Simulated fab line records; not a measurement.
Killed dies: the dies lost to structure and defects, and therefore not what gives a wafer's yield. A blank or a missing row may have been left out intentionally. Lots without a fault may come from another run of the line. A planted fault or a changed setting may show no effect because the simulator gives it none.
The tool behind it: which one?    flow sfq_line    21 wafers from 7 lots sampled at 5 of the route's 325 steps

WHAT EACH GAUGE READ, for each wafer
SFQ_M2_RS_MEAS_914: measures by four-point-probe.
lot   measured      on             M2_NB_RS (ohm/sq)
L208  day 17 23:56  film_metro-01  0.895 0.899 0.888
L213  day 19 09:08  film_metro-01  0.890 0.894 0.903
L215  day 20 10:19  film_metro-03  0.890 0.892 0.883
L217  day 21 11:29  film_metro-02  0.892 0.879 0.888
L224  day 24 05:52  film_metro-01  - - -
L226  day 24 20:01  film_metro-01  - - -
L228  day 25 22:04  film_metro-03  0.889 0.898 0.894

WHAT TOOL EACH LOT RAN ON (gives the tool, then ch and the chambers of the sampled wafers, and finally the start)
lot   SFQ_TRILAYER_I0_VIA_BARC_OPEN_VIA_ETCH_046  SFQ_TRILAYER_I1_DEP_PECVD_045    SFQ_TRILAYER_I1_VIA_STRIP_STRIP_053  SFQ_TRILAYER_M2_DEP_SPUTTER_055
L208  rie_diel-02 ch 0,2,3, day 10 21:58          pecvd-02 ch 0,1,2, day 13 20:15  rie_metal-01 ch 0,1, day 17 23:03    pvd_sputter-04, day 17 23:51
L213  rie_diel-02 ch 0,2, day 12 08:19            pecvd-04 ch 0,1, day 15 07:08    rie_metal-02 ch 0,1, day 19 08:24    pvd_sputter-06, day 19 09:00
L215  rie_diel-02 ch 0,3, day 13 04:43            pecvd-02 ch 1,2, day 16 05:46    rie_metal-01 ch 0,1, day 20 09:24    pvd_sputter-06, day 20 10:13
L217  rie_diel-04 ch 0,2,3, day 13 21:31          pecvd-02 ch 0,1, day 17 09:33    rie_metal-01 ch 0,1, day 21 10:36    pvd_sputter-06, day 21 11:24
L224  rie_diel-04 ch 0,1, day 15 19:13            pecvd-04 ch 0,1, day 19 17:24    rie_metal-03 ch 0,1, day 24 04:56    pvd_sputter-04, day 24 05:46
L226  rie_diel-04 ch 0,3, day 16 06:01            pecvd-04 ch 1,2, day 20 05:25    rie_metal-01 ch 0,1, day 24 19:08    pvd_sputter-04, day 24 19:56
L228  rie_diel-01 ch 0,1,2, day 17 06:11          pecvd-02 ch 0,1,2, day 21 04:13  rie_metal-01 ch 0,1, day 25 21:11    pvd_sputter-04, day 25 21:59
- SFQ_TRILAYER_I0_VIA_BARC_OPEN_VIA_ETCH_046: etches BARC in O2, target depth 125 nm, time 41.7 s.
- SFQ_TRILAYER_I1_DEP_PECVD_045: deposits SiO2 from SiH4/N2O, time 111.11 s, target thk 500 nm.
- SFQ_TRILAYER_I1_VIA_STRIP_STRIP_053: strips in O2.
- SFQ_TRILAYER_M2_DEP_SPUTTER_055: material Nb, target thk 200 nm, time 133.3 s.

THE ANSWER, worked out from the rows above alone
Rule: usual is defined by the lots themselves. The widest of any qualifying gaps counts: lots, ordered by their means at a reading, are off when they make up no more than a third of the lots, leave a main group of 4 or more, and stand apart from it by 3 or more times the standard deviation of that group's means. If all means in a main group match to the digits the tables above print for the reading, that group is not used. Also off: a lot with no number at a reading for which 4 or more lots have one. Where the step has rows for the other lots, those lots are counted as sound.
Off: at SFQ_M2_RS_MEAS_914 (M2_NB_RS), L224, L226. Without a number there: L224, L226. Mean 0.892 ohm/sq and standard deviation 0.0036 in the main group.
A tool fits if, at a process step before that reading, it ran every lot that is off, and no sound lot after the first of them. Those tools and the gauges at SFQ_M2_RS_MEAS_914 are tried in the same way. Can't be told from this: 3 tools fit, rie_diel-04 at SFQ_TRILAYER_I0_VIA_BARC_OPEN_VIA_ETCH_046, pecvd-04 at SFQ_TRILAYER_I1_DEP_PECVD_045, film_metro-01 at SFQ_M2_RS_MEAS_914.

WHAT THE SIMULATOR PUT IN
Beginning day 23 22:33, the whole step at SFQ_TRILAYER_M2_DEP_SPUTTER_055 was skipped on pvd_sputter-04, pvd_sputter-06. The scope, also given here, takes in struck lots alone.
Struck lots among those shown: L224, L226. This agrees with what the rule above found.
